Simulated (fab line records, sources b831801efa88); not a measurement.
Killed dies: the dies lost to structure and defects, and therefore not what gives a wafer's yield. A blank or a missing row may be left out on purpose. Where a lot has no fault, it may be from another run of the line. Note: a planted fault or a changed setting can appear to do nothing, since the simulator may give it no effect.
fab line records | flow sky130
record lots=12 wafers=36 last-day=50
route steps=708 shown METAL3@567 METAL5@665 PASSIVATION@684 PAD_OPEN@707
lots that met no fault: from a run of the same line without faults
start-h: start of the lot's first displayed wafer, in hours after the record's first day | wait-h: hours since the lot's step before | " repeats the value in the row above | L1.1+2: a single row standing in for several wafers | - either no value or no given start | * or withheld: withheld | < > ~ a bound
route shown NAME@n: NAME is a module with steps in the file, n the number in the route of the first one | usual: mean/standard deviation taken from wafers without a fault | same: alike in all rows | chamber/n: place in a boat | sites: the reading at each site | _std_site: their standard deviation | _edge_site: mean of outer sites minus mean of inner sites | radius-mm: how far each site lies from the wafer's centre | mask NAME#n: copy n | behind: the last tool/chamber to shape the wafer | hold: the reason the lot was held/the length of the hold in hours/how it ended | device: whichever transistor did not switch (one of n, p or np) | end of line: tests run on the same wafers once the route is complete | where a step has no rows: the recipe by itself | killed: not the wafer's yield, but the dies lost to structure and defects at the first sort | map: dies across one wafer; x = killed, . = not, _ = none there
set.NAME: setting as actually run; set.NAME@STEP: the setting as run at that earlier step | model.NAME: the simulator's own value behind a step, which no gauge read
one table for each step of the route and one row for each wafer, over a sample of lots
services: from which hour (start-h, from the record's first day; less than 0 if before it) a tool's chamber was out of use, for how many hours, and why
## steps
# step SKY_METAL3_ETCH_17
# recipe target=SiO2 stop-on=TiN chemistry=C4F8/O2/Ar source-w=1500 bias-w=1200 pressure-mtorr=40 c4f8-flow-sccm=withheld O2_flow_sccm=6 Ar_flow_sccm=300 time-s=3.9 target-depth-a=150
# usual chamber-pressure-mTorr=40.00/0.04 oes-product-au=0.754/0.0069
# columns lot.wafer tool chamber start-h wait-h chamber-pressure-mTorr oes-product-au rf-hours-counter-h
L385.3 rie-diel-04 3 917.89 0.0 40.02 0.755 18
L385.5 " 1 " " 39.96 0.754 -
L385.6 " 0 " " 40.01 0.761 -
L386.2 rie-diel-04 0 921.44 0.1 40.00 0.745 17
L386.3 " 1 " " 40.02 0.754 18
L386.5 " 3 " " 40.04 0.753 -
L387.2 rie-diel-02 1 927.04 0.1 40.02 0.754 3
L387.3 " 0 " " 40.07 0.749 2
L387.4 " 2 " " 40.01 0.757 8
L389.1 rie-diel-02 2 942.14 0.2 40.01 0.765 8
L389.3 " 3 " " 40.01 0.761 4
L389.6 " 0 " " 39.93 0.762 -
L392.1 rie-diel-04 1 957.96 0.1 39.99 0.744 19
L392.5 " 1 " " 39.92 0.758 -
L392.6 " 0 " " 39.98 0.762 -
L395.1 rie-diel-04 3 982.73 0.1 40.03 0.746 20
L395.3 " 2 " " 40.04 0.742 7
L395.4 " 0 " " 40.01 0.757 19
L396.3 rie-diel-02 3 996.31 0.0 39.95 0.760 5
L396.5 " 2 " " 39.96 0.761 -
L396.6 " 3 " " 40.01 0.749 -
L397.1 rie-diel-02 1 1004.79 0.1 40.01 0.755 5
L397.5 " 3 " " 40.02 0.762 -
L397.6 " 0 " " 40.03 0.760 -
L398.1 rie-diel-02 0 1010.46 0.1 39.95 0.751 5
L398.3 " 1 " " 39.99 0.752 5
L398.4 " 2 " " 39.96 0.762 11
L399.2 rie-diel-04 0 1016.71 0.1 39.99 0.747 20
L399.3 " 3 " " 40.06 0.742 22
L399.4 " 0 " " 39.91 0.740 -
L400.1 rie-diel-02 1 1022.11 0.2 40.00 0.748 5
L400.4 " 3 " " 39.90 0.751 6
L400.6 " 3 " " 40.02 0.748 -
L407.3 rie-diel-03 3 1057.89 0.0 39.97 0.743 5
L407.5 " 3 " " 39.95 0.752 -
L407.6 " 0 " " 39.98 0.753 -
# step SKY_METAL5_SPUTTER_04
# recipe material=TiN target-thk-nm=70 power-w=6500 time-s=58.3 chamber-pressure-pa=0.4
# usual throttle-valve-pct=29.9/0.83
# columns lot.wafer tool chamber start-h wait-h throttle-valve-pct
L385.3 pvd-sputter-02 - 1020.41 0.0 28.4
L385.5 " - " " 27.7
L385.6 " - " " 30.1
L386.2 pvd-sputter-01 - 1023.55 0.0 30.3
L386.3 " - " " 29.8
L386.5 " - " " 29.9
L387.2 pvd-sputter-04 - 1029.95 0.0 30.3
L387.3 " - " " 30.5
L387.4 " - " " 29.5
L389.1 pvd-sputter-04 - 1042.98 0.0 30.5
L389.3 " - " " 30.6
L389.6 " - " " 30.4
L392.1 pvd-sputter-04 - 1057.73 0.0 30.5
L392.5 " - " " 29.7
L392.6 " - " " 30.4
L395.1 pvd-sputter-01 - 1080.22 0.0 28.3
L395.3 " - " " 30.2
L395.4 " - " " 30.0
L396.3 pvd-sputter-02 - 1090.84 0.0 28.3
L396.5 " - " " 28.3
L396.6 " - " " 30.5
L397.1 pvd-sputter-04 - 1098.02 0.0 30.3
L397.5 " - " " 29.5
L397.6 " - " " 30.6
L398.1 pvd-sputter-01 - 1104.44 0.0 28.2
L398.3 " - " " 30.3
L398.4 " - " " 29.9
L399.2 pvd-sputter-04 - 1110.12 0.0 29.7
L399.3 " - " " 30.4
L399.4 " - " " 30.7
L400.1 pvd-sputter-01 - 1113.57 0.0 29.9
L400.4 " - " " 29.9
L400.6 " - " " 29.8
L407.3 pvd-sputter-04 - 1145.61 0.0 29.9
L407.5 " - " " 30.5
L407.6 " - " " 30.5
# step SKY_PASSIVATION_THK_MEAS_03
# recipe reads=Si3N4_of_PASSIVATION_CVD_02
# usual PASSIVATION_CVD_02_THK=538/7.5
# columns lot.wafer tool chamber start-h wait-h PASSIVATION_CVD_02_THK[nm]
L385.3 film-metro-01 - 1044.98 - 527
L385.5 " - " " 528
L385.6 " - " " 526
L386.2 film-metro-01 - 1046.65 - 528
L386.3 " - " " 520
L386.5 " - " " 529
L387.2 film-metro-02 - 1053.30 - 527
L387.3 " - " " 538
L387.4 " - " " 541
L389.1 film-metro-04 - 1065.87 - 534
L389.3 " - " " 540
L389.6 " - " " 547
L392.1 film-metro-02 - 1079.77 - 536
L392.5 " - " " 542
L392.6 " - " " 544
L395.1 film-metro-02 - 1101.93 - 527
L395.3 " - " " 542
L395.4 " - " " 543
L396.3 film-metro-04 - 1111.94 - 531
L396.5 " - " " 537
L396.6 " - " " 544
L397.1 film-metro-01 - 1119.58 - 545
L397.5 " - " " 545
L397.6 " - " " 544
L398.1 film-metro-02 - 1125.06 - 533
L398.3 " - " " 538
L398.4 " - " " 541
L399.2 film-metro-04 - 1131.08 - 527
L399.3 " - " " 533
L399.4 " - " " 532
L400.1 film-metro-01 - 1134.70 - 526
L400.4 " - " " 541
L400.6 " - " " 529
L407.3 film-metro-02 - 1164.39 - 533
L407.5 " - " " 546
L407.6 " - " " 544
# step SKY_PAD_OPEN_BOW_MEAS_13
# recipe mode=bow
# usual PAD_OPEN_BOW=47/8.8
# columns lot.wafer tool chamber start-h wait-h PAD_OPEN_BOW[um]
L385.3 film-metro-02 - 1089.15 - 46
L385.5 " - " " 34
L385.6 " - " " 47
L386.2 film-metro-02 - 1091.13 - 43
L386.3 " - " " 35
L386.5 " - " " 38
L387.2 film-metro-01 - 1097.85 - 64
L387.3 " - " " 51
L387.4 " - " " 56
L389.1 film-metro-03 - 1108.53 - 49
L389.3 " - " " 48
L389.6 " - " " 48
L392.1 film-metro-03 - 1122.36 - 59
L392.5 " - " " 44
L392.6 " - " " 51
L395.1 film-metro-02 - 1143.48 - 32
L395.3 " - " " 34
L395.4 " - " " 35
L396.3 film-metro-01 - 1151.85 - 37
L396.5 " - " " 56
L396.6 " - " " 52
L397.1 film-metro-03 - 1158.71 - 29
L397.5 " - " " 34
L397.6 " - " " 40
L398.1 film-metro-03 - 1163.53 - 44
L398.3 " - " " 50
L398.4 " - " " 60
L399.2 film-metro-03 - 1169.31 - 41
L399.3 " - " " 57
L399.4 " - " " 58
L400.1 film-metro-02 - 1173.06 - 52
L400.4 " - " " 48
L400.6 " - " " 42
L407.3 film-metro-01 - 1198.75 - 40
L407.5 " - " " 41
L407.6 " - " " 45
# step SKY_PAD_OPEN_PROBE_99
# usual defect-limited-yield=82.5/1.9 killed_at_M0_to_M3=43/7.6 killed_at_M4_up=2.9/1.7 killed-at-contacts=24/5.5 killed-at-front-end=15/4.2 killed-at-other=0.3/0.52 killed-dies=86/9.4 killed-open=47/7 killed-short=39/6.4 sort_bin_3_pad_short=0.9/0.4 sort_bin_5_function=10.3/1.6 sort_bin_6_memory=6.2/1.1 sort-n-pass=406/9.4 sort-yield-pct=82.5/1.9
# same gross-dies=492 killed-at-back-side=0 sort_bin_4_leakage[%]=0 sort_bin_8_speed[%]=0
# columns lot.wafer tool chamber start-h wait-h defect-limited-yield[%] killed_at_M0_to_M3 killed_at_M4_up killed-at-contacts killed-at-front-end killed-at-other killed-dies killed-open killed-short sort_bin_3_pad_short[%] sort_bin_5_function[%] sort_bin_6_memory[%] sort-n-pass sort-yield-pct[%]
L392.1 prober-02 - 1122.48 0.1 83.5 36 7 21 17 0 81 45 36 0.4 11.2 4.9 411 83.5
L392.5 prober-02 - 1122.68 0.2 79.9 43 2 36 16 2 99 51 47 1.0 12.0 7.1 393 79.9
L392.6 prober-02 - 1122.73 0.2 83.7 38 2 27 13 0 80 35 44 1.4 9.6 5.3 412 83.7
L395.1 prober-01 - 1143.60 0.1 83.1 41 4 27 11 0 83 50 33 0.4 11.2 5.3 409 83.1
L398.1 prober-02 - 1163.65 0.1 74.2 95 5 18 9 0 127 43 36 3.9 16.5 5.5 365 74.2
L398.3 prober-02 - 1163.75 0.2 72.8 95 6 24 9 0 134 46 48 1.4 19.9 5.9 358 72.8
L398.4 prober-02 - 1163.80 0.2 74.2 92 4 20 10 1 127 45 39 3.5 17.1 5.3 365 74.2
L399.2 prober-01 - 1169.46 0.1 77.4 57 8 28 18 0 111 54 57 1.0 12.4 9.1 381 77.4
L399.3 prober-01 - 1169.51 0.2 82.5 39 5 27 13 2 86 49 37 0.4 11.6 5.5 406 82.5
L399.4 prober-01 - 1169.56 0.2 81.5 46 1 29 15 0 91 48 43 1.0 10.4 7.1 401 81.5
L400.1 prober-02 - 1173.18 0.1 74.4 83 4 26 13 0 126 38 45 3.3 14.8 7.5 366 74.4
L400.4 prober-02 - 1173.33 0.2 72.6 100 3 19 13 0 135 41 45 2.6 18.7 6.1 357 72.6
L400.6 prober-02 - 1173.43 0.2 74.4 66 4 36 20 0 126 45 38 2.4 17.7 5.5 366 74.4
# killed by level:class
L392.1 VIA1:geometric-particle:open=9 LI_CONTACT:geometric-particle:open=8 FIELD_ISO:geometric-particle:short=5 VIA3:geometric-particle:open=5 CONTACT:geometric-particle:open=5 VIA2:geometric-particle:open=4 POLY_GATE:geometric-particle:short=4 LOCAL_INTERCONNECT:geometric-particle:open=4
L392.5 CONTACT:geometric-particle:open=14 VIA2:geometric-particle:open=8 LI_CONTACT:geometric-particle:open=7 CONTACT:geometric-particle:short=7 LOCAL_INTERCONNECT:geometric-particle:short=6 METAL1:geometric-particle:short=6 VIA1:geometric-particle:short=6 METAL2:geometric-particle:short=6
L392.6 CONTACT:geometric-particle:open=8 LI_CONTACT:geometric-particle:open=8 VIA1:geometric-particle:short=7 LI_CONTACT:geometric-particle:short=6 METAL2:geometric-particle:short=6 VIA2:geometric-particle:short=5 VIA1:geometric-particle:open=4 VIA2:geometric-particle:open=4
L395.1 CONTACT:geometric-particle:open=10 VIA1:geometric-particle:open=10 LI_CONTACT:geometric-particle:open=9 VIA2:geometric-particle:open=7 VIA1:geometric-particle:short=5 CONTACT:geometric-particle:short=5 VIA3:geometric-particle:short=5 POLY_CUT:geometric-particle:open=4
L398.1 METAL3:unspecified=48 VIA1:geometric-particle:open=9 CONTACT:geometric-particle:open=8 METAL2:geometric-particle:short=6 VIA2:geometric-particle:open=6 VIA3:geometric-particle:open=6 METAL1:geometric-particle:short=5 METAL4:geometric-particle:short=5
L398.3 METAL3:unspecified=40 CONTACT:geometric-particle:open=8 LI_CONTACT:geometric-particle:open=7 CONTACT:geometric-particle:short=7 METAL1:geometric-particle:short=7 VIA1:geometric-particle:short=7 VIA2:geometric-particle:open=7 VIA1:geometric-particle:open=7
L398.4 METAL3:unspecified=43 VIA2:geometric-particle:open=10 VIA1:geometric-particle:open=7 VIA3:geometric-particle:open=6 METAL2:geometric-particle:short=6 LI_CONTACT:geometric-particle:open=6 CONTACT:geometric-particle:open=6 VIA2:geometric-particle:short=5
L399.2 METAL1:geometric-particle:short=11 CONTACT:geometric-particle:open=10 VIA1:geometric-particle:open=8 VIA3:geometric-particle:open=7 CONTACT:geometric-particle:short=6 METAL2:geometric-particle:short=6 METAL3:geometric-particle:short=6 METAL4:geometric-particle:short=5
L399.3 CONTACT:geometric-particle:open=11 VIA1:geometric-particle:open=9 LI_CONTACT:geometric-particle:open=7 METAL1:geometric-particle:short=7 VIA3:geometric-particle:open=6 CONTACT:geometric-particle:short=5 VIA2:geometric-particle:open=5 METAL4:geometric-particle:short=5
L399.4 VIA1:geometric-particle:open=12 CONTACT:geometric-particle:open=12 METAL1:geometric-particle:short=9 VIA3:geometric-particle:open=9 LOCAL_INTERCONNECT:geometric-particle:short=6 LI_CONTACT:geometric-particle:open=5 POLY_GATE:geometric-particle:short=4 METAL2:geometric-particle:short=4
L400.1 METAL3:unspecified=43 METAL1:geometric-particle:short=8 METAL2:geometric-particle:short=8 LI_CONTACT:geometric-particle:open=7 VIA1:geometric-particle:open=7 CONTACT:geometric-particle:open=7 VIA2:geometric-particle:open=6 POLY_GATE:geometric-particle:short=4
L400.4 METAL3:unspecified=49 METAL1:geometric-particle:short=8 METAL2:geometric-particle:short=8 VIA1:geometric-particle:open=7 VIA2:geometric-particle:open=7 CONTACT:geometric-particle:open=6 VIA1:geometric-particle:short=6 CONTACT:geometric-particle:short=5
L400.6 METAL3:unspecified=43 CONTACT:geometric-particle:open=11 LI_CONTACT:geometric-particle:open=10 LI_CONTACT:geometric-particle:short=8 FIELD_ISO:geometric-particle:open=5 FIELD_ISO:geometric-particle:short=5 POLY_GATE:geometric-particle:open=4 VIA1:geometric-particle:open=4
## services
# columns tool chamber start-h hours kind
rie-diel-03 1 894.74 1.9 repair
rie-diel-03 1 909.95 8.0 repair
pvd-sputter-01 - 938.20 8.3 repair
pvd-sputter-02 - 948.84 3.7 repair
pvd-sputter-04 0 958.13 - consumable-replace:kit
pvd-sputter-04 0 958.13 18.0 scheduled-down
pvd-sputter-04 0 958.13 18.0 vent-cycle
pvd-sputter-02 - 977.74 13.3 repair
rie-diel-03 3 982.77 10.1 repair
pvd-sputter-02 - 984.20 0.8 repair
rie-diel-02 1 986.97 2.5 repair
pvd-sputter-01 - 989.62 0.8 repair
pvd-sputter-02 - 1009.75 8.4 repair
rie-diel-04 2 1015.13 12.8 repair
rie-diel-03 2 1019.87 11.3 repair
rie-diel-02 3 1039.82 3.3 repair
rie-diel-02 3 1046.68 4.4 repair
pvd-sputter-01 - 1050.25 10.0 repair
rie-diel-02 1 1061.58 5.0 repair
rie-diel-02 - 1102.47 1.1 repair
rie-diel-02 - 1110.64 2.8 pm
pvd-sputter-04 3 1114.86 - consumable-replace:kit
rie-diel-04 2 1126.31 4.5 repair
pvd-sputter-01 - 1136.44 14.5 repair
## key
first-sign step=SKY_PAD_OPEN_PROBE_99 reading=killed_at_M0_to_M3 direction=up sigmas=6 usual=43 struck=88
effect step=SKY_PAD_OPEN_PROBE_99 reading=sort_bin_3_pad_short direction=up sigmas=4.7 usual=0.9 struck=2.8
met-at SKY_METAL3_ETCH_17
struck-lots L398,L400
not-acting-at SKY_METAL5_SPUTTER_04,SKY_PASSIVATION_THK_MEAS_03,SKY_PAD_OPEN_BOW_MEAS_13
onset-between 1004.79 1010.46
fault kind=chamber-particle-source tool=rie-diel-02 chamber=- onset-h=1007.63 steps=SKY_METAL3_ETCH_17 rate-per-visit-cm2=0.57064 end-h=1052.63
